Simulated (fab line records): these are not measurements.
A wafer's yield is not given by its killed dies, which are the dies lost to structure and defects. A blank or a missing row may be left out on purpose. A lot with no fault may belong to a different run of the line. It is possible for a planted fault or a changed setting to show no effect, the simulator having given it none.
fab line records ; flow sky130
record lots=6; wafers=18; last-day=50
route steps=708 shown LDD_HVN@268 LDD_HVP@278 PAD_OPEN@708
lots that met no fault: from a run of the same line without faults
start-h: hours from the record's first day to the start of the lot's first wafer shown ; wait-h: hours from the lot's prior step to this one ; " repeats the value in the row above ; L1.1+2: a single row standing in for several wafers ; - no value present, or no start provided ; * or withheld: withheld ; < > ~ a bound
route shown NAME@n: a module of which the file shows steps, and the number in the route of the first ; usual: mean/standard deviation taken from wafers without a fault ; same: alike in all rows ; chamber/n: place in a boat ; sites: per-site readings ; _std_site: standard deviation across them ; _edge_site: outer sites' mean less inner sites' ; radius-mm: how far each site lies from the wafer's centre ; mask NAME#n: copy n ; behind: tool/chamber where the wafer was last shaped ; hold: reason for holding the lot/hours on hold/outcome of the hold ; device: whichever transistor did not switch (one of n, p or np) ; end of line: at the end of the route, the tests of the same wafers ; for a step that has no rows: nothing shown but its recipe ; killed: count of dies lost to structure and defects at first sort (not the wafer's yield) ; map: a wafer's dies, marking killed ones x, the rest . and places with no die _
set.NAME: the run value of the setting; set.NAME@STEP: its run value at that earlier step ; model.NAME: the simulator's own value behind a step, which no gauge read
certain route steps with their lots: each step a table, each wafer a row
services: from which hour (start-h, from the record's first day; less than 0 if before it) a tool's chamber was out of use, for how many hours, and why
## steps
# step SKY_LDD_HVN_HMDS_01
# recipe prime-time-s=60; prime-temp-c=120
# step SKY_LDD_HVN_COAT_02
# recipe resist=NOVOLAK; spin-rpm=3000; resist-thk-nm=300
# step SKY_LDD_HVN_SOFTBAKE_03
# recipe temp-c=90; time-s=60; resist=NOVOLAK
# step SKY_LDD_HVN_EXPOSE_04
# recipe mask-id=HVNTM; na=0.6; source-shape=conventional; sigma-outer=0.6; polarization=unpolarized; target-cd-nm=700; dose-mj=127
# step SKY_LDD_HVN_PEB_05
# recipe temp-c=withheld; time-s=*; resist=NOVOLAK
# step SKY_LDD_HVN_DEVELOP_06
# recipe resist=NOVOLAK; developer=TMAH; develop-time-s=60; dev-temp-c=23
# step SKY_LDD_HVN_OVL_MEAS_07
# usual LDD_HVN_OVL=0.3/1.3
lot.wafer;tool;chamber;start-h;wait-h;LDD_HVN_OVL[nm]
L161.1;overlay-02;-;484.57;0.1;-0.4
L161.5;overlay-02;-;484.57;0.1;1.5
L161.6;overlay-02;-;484.57;0.1;-0.6
L170.3;overlay-01;-;572.74;0.1;0.5
L170.4;overlay-01;-;572.74;0.1;1.0
L170.5;overlay-01;-;572.74;0.1;-0.2
L171.1;overlay-01;-;575.97;0.1;1.8
L171.2;overlay-01;-;575.97;0.1;0.3
L171.6;overlay-01;-;575.97;0.1;1.1
L174.3;overlay-01;-;595.64;0.1;0.9
L174.4;overlay-01;-;595.64;0.1;-0.2
L174.5;overlay-01;-;595.64;0.1;1.6
L177.1;overlay-02;-;626.68;0.1;0.7
L177.4;overlay-02;-;626.68;0.1;-0.8
L177.6;overlay-02;-;626.68;0.1;0.0
L182.3;overlay-02;-;662.08;0.1;0.4
L182.4;overlay-02;-;662.08;0.1;1.2
L182.5;overlay-02;-;662.08;0.1;0.7
# step SKY_LDD_HVN_IMPLANT_08
# recipe species=P; energy-kev=60; dose-cm2=3e+13; tilt-deg=40
# step SKY_LDD_HVN_STRIP_09
# recipe chemistry=O2/N2; power-w=1400; pressure-mtorr=1500; platen-temp-c=withheld; o2-flow-sccm=3000; n2-flow-sccm=300; overash-fraction=0.5
# usual drypump-motor-current-A=5.3/0.47; n2-flow-sccm=299.9/0.95; oes-product-au=0.408/0.0045; strip-time-to-endpoint-s=4.132/0.014
# same overash-fraction=0.5
lot.wafer;tool;chamber;start-h;wait-h;drypump-motor-current-A;n2-flow-sccm;oes-product-au;rf-hours-counter-h;strip-time-to-endpoint-s
L161.1;plasma-asher-02;0;484.75;0.1;4.8;298.2;0.415;68;4.154
L161.5;plasma-asher-02;1;484.75;0.1;5.0;300.0;0.418;-;4.140
L161.6;plasma-asher-02;0;484.75;0.1;4.8;298.3;0.408;-;4.123
L170.3;plasma-asher-02;1;572.95;0.1;5.0;299.4;0.408;-;4.138
L170.4;plasma-asher-02;0;572.95;0.1;4.8;300.1;0.411;-;4.126
L170.5;plasma-asher-02;0;572.95;0.1;4.8;300.5;0.407;-;4.120
L171.1;plasma-asher-01;0;576.15;0.1;6.2;299.0;0.407;90;4.143
L171.2;plasma-asher-01;1;576.15;0.1;6.0;298.7;0.408;90;4.145
L171.6;plasma-asher-01;1;576.15;0.1;6.0;300.4;0.413;-;4.140
L174.3;plasma-asher-03;1;595.85;0.1;5.3;298.5;0.407;-;4.127
L174.4;plasma-asher-03;0;595.85;0.1;5.0;300.7;0.407;-;4.124
L174.5;plasma-asher-03;0;595.85;0.1;5.1;299.8;0.407;-;4.112
L177.1;plasma-asher-03;0;626.86;0.1;5.1;300.0;0.411;17;4.136
L177.4;plasma-asher-03;1;626.86;0.1;5.3;299.0;0.414;-;4.138
L177.6;plasma-asher-03;1;626.86;0.1;5.3;298.7;0.406;-;4.121
L182.3;plasma-asher-01;1;662.29;0.1;6.0;299.9;0.407;-;4.131
L182.4;plasma-asher-01;0;662.29;0.1;6.2;299.7;0.415;-;4.129
L182.5;plasma-asher-01;0;662.29;0.1;6.2;300.1;0.415;-;4.133
# step SKY_LDD_HVN_TW_MEAS_10
# usual LDD_HVN_TW=1456/7.9
lot.wafer;tool;chamber;start-h;wait-h;LDD_HVN_TW
L161.1;film-metro-01;-;484.85;0.1;1458
L161.5;film-metro-01;-;484.85;0.1;1462
L161.6;film-metro-01;-;484.85;0.1;1460
L170.3;film-metro-03;-;573.03;0.1;1458
L170.4;film-metro-03;-;573.03;0.1;1468
L170.5;film-metro-03;-;573.03;0.1;1464
L171.1;film-metro-03;-;576.25;0.1;1453
L171.2;film-metro-03;-;576.25;0.1;1464
L171.6;film-metro-03;-;576.25;0.1;1454
L174.3;film-metro-03;-;595.93;0.1;1451
L174.4;film-metro-03;-;595.93;0.1;1454
L174.5;film-metro-03;-;595.93;0.1;1451
L177.1;film-metro-01;-;626.96;0.1;1453
L177.4;film-metro-01;-;626.96;0.1;1453
L177.6;film-metro-01;-;626.96;0.1;1450
L182.3;film-metro-01;-;662.37;0.1;1456
L182.4;film-metro-01;-;662.37;0.1;1449
L182.5;film-metro-01;-;662.37;0.1;1454
# step SKY_LDD_HVP_DEHYDRATE_00
# recipe temp-c=200; time-s=60
# step SKY_LDD_HVP_HMDS_01
# recipe prime-time-s=60; prime-temp-c=120
# step SKY_LDD_HVP_COAT_02
# recipe resist=NOVOLAK; spin-rpm=3000; resist-thk-nm=300
# usual dispense-pressure-kPa=47/5; spin-speed-rpm=2999.7/2.3
lot.wafer;tool;chamber;start-h;wait-h;dispense-pressure-kPa;spin-speed-rpm;model.NOVOLAK_of_LDD_HVP_COAT_02.thk-nm
L161.1;litho-track-03;0;500.42;0.1;42;2999.4;300.9
L161.5;litho-track-03;0;500.42;0.1;42;3001.0;300.3
L161.6;litho-track-03;0;500.42;0.1;42;3000.3;301.2
L170.3;litho-track-03;0;588.02;0.1;42;2948.2;303.3
L170.4;litho-track-03;0;588.02;0.1;42;2950.3;304.2
L170.5;litho-track-03;0;588.02;0.1;42;2949.5;303.2
L171.1;litho-track-03;0;591.02;0.1;42;2947.9;302.6
L171.2;litho-track-03;0;591.02;0.1;42;2948.5;303.9
L171.6;litho-track-03;0;591.02;0.1;42;2950.1;304
L174.3;litho-track-04;0;609.23;0.1;49;2997.3;299.9
L174.4;litho-track-04;0;609.23;0.1;49;3000.0;300.3
L174.5;litho-track-04;0;609.23;0.1;49;2993.4;299.5
L177.1;litho-track-04;0;640.23;0.1;49;2999.1;300.5
L177.4;litho-track-04;0;640.23;0.1;49;3001.7;299.9
L177.6;litho-track-04;0;640.23;0.1;49;3002.0;300.4
L182.3;litho-track-04;0;676.13;0.1;49;3001.2;300.3
L182.4;litho-track-04;0;676.13;0.1;49;2998.5;299.1
L182.5;litho-track-04;0;676.13;0.1;49;3002.8;298.6
# step SKY_LDD_HVP_SOFTBAKE_03
# recipe temp-c=90; time-s=60; resist=NOVOLAK
# step SKY_LDD_HVP_EXPOSE_04
# recipe mask-id=HVPTM; na=0.6; source-shape=conventional; sigma-outer=0.6; polarization=unpolarized; target-cd-nm=700; dose-mj=86
# step SKY_LDD_HVP_PEB_05
# recipe temp-c=withheld; time-s=*; resist=NOVOLAK
# step SKY_LDD_HVP_DEVELOP_06
# recipe resist=NOVOLAK; developer=TMAH; develop-time-s=57.81; dev-temp-c=23
# same develop-time-s=57.81
lot.wafer;tool;chamber;start-h;wait-h;model.NOVOLAK_of_LDD_HVP_COAT_02.thk-nm
L161.1;litho-track-03;0;515.07;0.1;300.5
L161.5;litho-track-03;0;515.07;0.1;299.9
L161.6;litho-track-03;0;515.07;0.1;300.8
L170.3;litho-track-04;0;602.83;0.1;302.9
L170.4;litho-track-04;0;602.83;0.1;303.8
L170.5;litho-track-04;0;602.83;0.1;302.8
L171.1;litho-track-01;0;605.20;0.1;302.2
L171.2;litho-track-01;0;605.20;0.1;303.5
L171.6;litho-track-01;0;605.20;0.1;303.6
L174.3;litho-track-01;0;623.80;0.1;299.5
L174.4;litho-track-01;0;623.80;0.1;299.9
L174.5;litho-track-01;0;623.80;0.1;299.1
L177.1;litho-track-01;0;655.05;0.1;300.1
L177.4;litho-track-01;0;655.05;0.1;299.5
L177.6;litho-track-01;0;655.05;0.1;300
L182.3;litho-track-04;0;690.63;0.1;299.9
L182.4;litho-track-04;0;690.63;0.1;298.7
L182.5;litho-track-04;0;690.63;0.1;298.2
# step SKY_LDD_HVP_OVL_MEAS_07
# usual LDD_HVP_OVL=0.0/1.6
lot.wafer;tool;chamber;start-h;wait-h;LDD_HVP_OVL[nm]
L161.1;overlay-01;-;515.22;0.1;-2.5
L161.5;overlay-01;-;515.22;0.1;-1.0
L161.6;overlay-01;-;515.22;0.1;-2.5
L170.3;overlay-02;-;602.94;0.1;-1.5
L170.4;overlay-02;-;602.94;0.1;-1.1
L170.5;overlay-02;-;602.94;0.1;-2.3
L171.1;overlay-01;-;605.35;0.1;-1.6
L171.2;overlay-01;-;605.35;0.1;0.7
L171.6;overlay-01;-;605.35;0.1;-2.3
L174.3;overlay-01;-;623.91;0.1;0.7
L174.4;overlay-01;-;623.91;0.1;-0.8
L174.5;overlay-01;-;623.91;0.1;0.3
L177.1;overlay-02;-;655.20;0.1;-1.1
L177.4;overlay-02;-;655.20;0.1;0.3
L177.6;overlay-02;-;655.20;0.1;0.7
L182.3;overlay-02;-;690.74;0.1;0.9
L182.4;overlay-02;-;690.74;0.1;0.2
L182.5;overlay-02;-;690.74;0.1;0.9
# step SKY_PAD_OPEN_PROBE_99
# usual killed_at_M0_to_M3=43/7.1; killed_at_M4_up=3/1.7; killed-at-contacts=25/5.6; killed-at-front-end=16/4.1; killed-at-other=0.2/0.49; killed-dies=87/9.8; killed-open=47/7.6; killed-short=40/6.1
# same gross-dies=492; killed-at-back-side=0
lot.wafer;tool;chamber;start-h;wait-h;killed_at_M0_to_M3;killed_at_M4_up;killed-at-contacts;killed-at-front-end;killed-at-other;killed-dies;killed-open;killed-short
L161.1;prober-01;-;1090.54;0.1;30;1;20;16;0;67;39;28
L161.5;prober-01;-;1090.74;0.2;37;1;34;9;0;81;53;28
L161.6;prober-01;-;1090.79;0.2;37;3;29;17;0;86;46;40
L170.3;prober-02;-;1146.78;0.2;42;3;24;16;0;85;46;39
L170.4;prober-02;-;1146.83;0.2;42;3;19;12;0;76;42;34
L170.5;prober-02;-;1146.88;0.2;49;2;21;17;0;89;43;46
L171.1;prober-01;-;1148.57;0.1;46;4;22;18;0;90;40;50
L171.2;prober-01;-;1148.62;0.1;42;2;15;13;0;72;38;34
L171.6;prober-01;-;1148.82;0.2;47;4;32;21;0;104;61;43
L174.3;prober-01;-;1159.52;0.2;47;4;23;18;1;93;53;40
L174.4;prober-01;-;1159.57;0.2;41;1;29;23;0;94;49;45
L174.5;prober-01;-;1159.62;0.2;30;1;29;21;0;81;46;35
L177.1;prober-02;-;1178.81;0.1;48;4;17;17;0;86;49;37
L177.4;prober-02;-;1178.96;0.2;41;7;23;19;1;91;47;44
L177.6;prober-02;-;1179.06;0.2;45;4;31;18;0;98;51;47
L182.3;prober-01;-;1198.26;0.2;49;4;26;9;1;89;47;42
L182.4;prober-01;-;1198.31;0.2;53;4;33;15;1;106;60;46
L182.5;prober-01;-;1198.36;0.2;49;6;23;15;1;94;51;43
# killed by level:class
L161.1 CONTACT:geometric-particle:open=8 VIA2:geometric-particle:open=7 METAL2:geometric-particle:short=5 VIA1:geometric-particle:open=5 FIELD_ISO:geometric-particle:open=4 LI_CONTACT:geometric-particle:open=4 VIA3:geometric-particle:short=4 FIELD_ISO:geometric-particle:short=3
L161.5 VIA1:geometric-particle:open=12 LI_CONTACT:geometric-particle:open=11 CONTACT:geometric-particle:open=10 VIA3:geometric-particle:open=10 LOCAL_INTERCONNECT:geometric-particle:short=6 CONTACT:geometric-particle:short=5 METAL2:geometric-particle:short=5 FIELD_ISO:geometric-particle:open=3
L161.6 CONTACT:geometric-particle:open=11 VIA1:geometric-particle:open=8 LI_CONTACT:geometric-particle:open=7 VIA3:geometric-particle:open=7 METAL2:geometric-particle:short=6 FIELD_ISO:geometric-particle:short=5 METAL3:geometric-particle:short=5 CONTACT:geometric-particle:short=4
L170.3 CONTACT:geometric-particle:open=12 VIA1:geometric-particle:open=11 VIA2:geometric-particle:open=7 POLY_GATE:geometric-particle:short=6 VIA1:geometric-particle:short=6 METAL1:geometric-particle:short=5 FIELD_ISO:geometric-particle:short=4 LI_CONTACT:geometric-particle:open=4
L170.4 VIA1:geometric-particle:open=11 METAL1:geometric-particle:short=8 LI_CONTACT:geometric-particle:open=6 VIA2:geometric-particle:open=6 VIA3:geometric-particle:open=6 POLY_GATE:geometric-particle:short=5 CONTACT:geometric-particle:open=5 CONTACT:geometric-particle:short=4
L170.5 VIA1:geometric-particle:open=13 METAL2:geometric-particle:short=8 CONTACT:geometric-particle:open=7 VIA3:geometric-particle:open=6 METAL3:geometric-particle:short=6 VIA2:geometric-particle:open=6 FIELD_ISO:geometric-particle:short=5 POLY_GATE:geometric-particle:open=4
L171.1 VIA1:geometric-particle:open=11 VIA1:geometric-particle:short=8 LI_CONTACT:geometric-particle:open=7 METAL3:geometric-particle:short=6 LOCAL_INTERCONNECT:geometric-particle:short=5 CONTACT:geometric-particle:short=5 FIELD_ISO:geometric-particle:open=4 CONTACT:geometric-particle:open=4
L171.2 VIA2:geometric-particle:open=8 VIA1:geometric-particle:open=6 VIA1:geometric-particle:short=5 LI_CONTACT:geometric-particle:open=5 CONTACT:geometric-particle:open=5 METAL2:geometric-particle:short=5 FIELD_ISO:geometric-particle:short=4 POLY_GATE:geometric-particle:open=4
L171.6 VIA1:geometric-particle:open=11 CONTACT:geometric-particle:open=10 LI_CONTACT:geometric-particle:open=8 VIA2:geometric-particle:open=8 LOCAL_INTERCONNECT:geometric-particle:short=7 CONTACT:geometric-particle:short=6 VIA1:geometric-particle:short=6 FIELD_ISO:geometric-particle:open=5
L174.3 CONTACT:geometric-particle:open=10 VIA1:geometric-particle:open=10 VIA2:geometric-particle:open=7 VIA3:geometric-particle:open=7 FIELD_ISO:geometric-particle:short=6 METAL1:geometric-particle:short=6 LI_CONTACT:geometric-particle:open=5 CONTACT:geometric-particle:short=5
L174.4 CONTACT:geometric-particle:short=11 VIA1:geometric-particle:open=10 CONTACT:geometric-particle:open=8 FIELD_ISO:geometric-particle:short=6 VIA2:geometric-particle:open=6 FIELD_ISO:geometric-particle:open=5 POLY_GATE:geometric-particle:open=5 LI_CONTACT:geometric-particle:open=5
L174.5 CONTACT:geometric-particle:open=10 VIA3:geometric-particle:open=10 CONTACT:geometric-particle:short=8 POLY_GATE:geometric-particle:short=7 POLY_GATE:geometric-particle:open=6 LI_CONTACT:geometric-particle:open=6 VIA1:geometric-particle:open=5 FIELD_ISO:geometric-particle:open=4
L177.1 VIA1:geometric-particle:open=11 VIA2:geometric-particle:open=10 VIA3:geometric-particle:open=8 FIELD_ISO:geometric-particle:open=7 CONTACT:geometric-particle:short=5 CONTACT:geometric-particle:open=5 FIELD_ISO:geometric-particle:short=4 VIA1:geometric-particle:short=4
L177.4 FIELD_ISO:geometric-particle:short=9 VIA2:geometric-particle:open=8 CONTACT:geometric-particle:open=8 VIA3:geometric-particle:open=8 VIA1:geometric-particle:open=7 CONTACT:geometric-particle:short=6 METAL4:geometric-particle:short=5 METAL1:geometric-particle:short=5
L177.6 CONTACT:geometric-particle:open=12 LI_CONTACT:geometric-particle:open=7 METAL2:geometric-particle:short=7 METAL1:geometric-particle:short=7 VIA1:geometric-particle:open=7 CONTACT:geometric-particle:short=6 VIA3:geometric-particle:open=6 FIELD_ISO:geometric-particle:open=5
L182.3 VIA1:geometric-particle:open=15 CONTACT:geometric-particle:open=11 METAL2:geometric-particle:short=7 LOCAL_INTERCONNECT:geometric-particle:short=6 VIA1:geometric-particle:short=6 LI_CONTACT:geometric-particle:open=5 VIA3:geometric-particle:open=5 METAL3:geometric-particle:short=4
L182.4 CONTACT:geometric-particle:open=16 VIA1:geometric-particle:open=13 METAL2:geometric-particle:short=7 VIA2:geometric-particle:open=7 VIA3:geometric-particle:open=6 FIELD_ISO:geometric-particle:open=5 LI_CONTACT:geometric-particle:open=5 CONTACT:geometric-particle:short=5
L182.5 VIA1:geometric-particle:open=13 FIELD_ISO:geometric-particle:short=7 VIA3:geometric-particle:open=7 VIA1:geometric-particle:short=6 CONTACT:geometric-particle:open=6 CONTACT:geometric-particle:short=6 LI_CONTACT:geometric-particle:open=5 VIA2:geometric-particle:open=5
## services
tool;chamber;start-h;hours;kind
plasma-asher-01;-;472.60;2.8;pm
plasma-asher-03;-;505.81;23.8;repair
plasma-asher-01;-;529.24;4.1;repair
plasma-asher-02;-;638.98;1.7;repair
plasma-asher-02;-;642.88;3.0;repair
plasma-asher-03;-;665.71;0.6;repair
plasma-asher-03;-;666.26;2.8;pm
plasma-asher-03;-;670.87;1.4;repair
## key
first-sign step=SKY_LDD_HVP_COAT_02; reading=spin-speed-rpm; direction=down; sigmas=22; usual=2999.7; struck=2949.1
effect none on later readings
model-effect step=SKY_LDD_HVP_COAT_02; value=NOVOLAK_of_LDD_HVP_COAT_02.thk-nm; without=301; struck=303.5
model-effect step=SKY_LDD_HVP_DEVELOP_06; value=NOVOLAK_of_LDD_HVP_COAT_02.thk-nm; without=300.6; struck=303.1
met-at SKY_LDD_HVP_COAT_02
struck-wafers L170.3,L170.4,L170.5,L171.1,L171.2,L171.6
tester-left-out L170,L171
onset-between 500.42 588.02
fault kind=process-parameter-drift; tool=litho-track-03; chamber=-; onset-h=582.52; steps=SKY_LDD_HVP_COAT_02; channel=spin-rpm; offset=-49.313; shape=step; end-h=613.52; acts-in=these-recipes-only; stated=3000
# tester-left-out: of these lots the tester's yield and bins aren't shown, on N5 and GAA mostly nor the transistor test; their killed dies are dies lost to structure and defects alone, not to doping, threshold or leakage, so they don't give the yield
